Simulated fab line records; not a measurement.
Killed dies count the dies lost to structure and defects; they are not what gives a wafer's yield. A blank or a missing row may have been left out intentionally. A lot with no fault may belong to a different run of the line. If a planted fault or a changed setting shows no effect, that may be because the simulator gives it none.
One fault seen from 2 desks || flow sky130 || every desk sees just its own numbers, and what lay behind them comes last

THE METROLOGY DESK
What the gauges read for every lot (on any tool): the sampled wafers with a number, averaged. A lot is out of limits, marked OUT, if its mean lies more than 4 standard deviations from the usual mean; the brackets give that distance.
Columns: A = LDD_LDN_TW at SKY_LDD_LDN_TW_MEAS_13, usual 1479
{"lot": "L249", "first seen here": "day 24 06:50", "A": 1467}
{"lot": "L250", "first seen here": "day 24 15:12", "A": 1463}
{"lot": "L252", "first seen here": "day 25 08:34", "A": 1462}
{"lot": "L254", "first seen here": "day 26 01:17", "A": 1460}
{"lot": "L259", "first seen here": "day 27 14:05", "A": 1459}
{"lot": "L263", "first seen here": "day 28 22:55", "A": 1459}
{"lot": "L264", "first seen here": "day 29 10:08", "A": 1484}
{"lot": "L265", "first seen here": "day 29 12:35", "A": 1460}
{"lot": "L266", "first seen here": "day 29 22:22", "A": 1487}
{"lot": "L267", "first seen here": "day 30 10:53", "A": 1458}
{"lot": "L268", "first seen here": "day 30 14:17", "A": 1512}
{"lot": "L269", "first seen here": "day 30 16:22", "A": 1494}
This desk's verdict: no lot among the 12 shows anything out of limits.

DESK OF THE TOOL OWNER: iline stepper-01
The tool's own readings at SKY_SD_N_EXPOSE_04 (exposes mask NSDM, target cd 380 nm): means of the sampled wafers that have a number, for each lot that ran on this tool. A lot is out of limits, marked OUT, if its mean lies more than 4 standard deviations from the usual mean; the brackets give that distance.
Columns: A = exposure dose mJ cm2 at SKY_SD_N_EXPOSE_04, usual 140.93
{"lot": "L249", "first seen here": "day 28 16:04", "A": 141.02}
{"lot": "L250", "first seen here": "day 28 22:22", "A": 140.94}
{"lot": "L254", "first seen here": "day 30 07:24", "A": "141.56 (+4.9) OUT"}
{"lot": "L264", "first seen here": "day 33 12:06", "A": 141.00}
{"lot": "L265", "first seen here": "day 33 16:11", "A": 140.79}
{"lot": "L266", "first seen here": "day 34 00:23", "A": 141.09}
{"lot": "L268", "first seen here": "day 34 14:40", "A": 140.91}
{"lot": "L269", "first seen here": "day 34 20:07", "A": 140.89}
This desk's verdict: out of limits on L254, starting with L254 at day 30 07:24 (exposure dose mJ cm2 at SKY_SD_N_EXPOSE_04). Within limits: L249, L250, L264, L265, L266, L268, L269.

PUT TOGETHER
The tool owner's desk could have raised an alarm at day 30 07:24, on L254.
Nothing out of limits was seen by the metrology desk.
The metrology desk holds a record of L254, inside its limits.
Every lot named ran SKY_SD_N_EXPOSE_04 on iline stepper-01.

WHAT THE SIMULATOR HAD PUT IN
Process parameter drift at SKY_SD_N_EXPOSE_04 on iline stepper-01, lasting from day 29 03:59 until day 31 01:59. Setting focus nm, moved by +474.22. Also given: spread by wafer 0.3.
Struck lots among those shown: L254.
Time in hours from fault onset to the first out-of-limits reading at each desk: the tool owner's desk, 27.
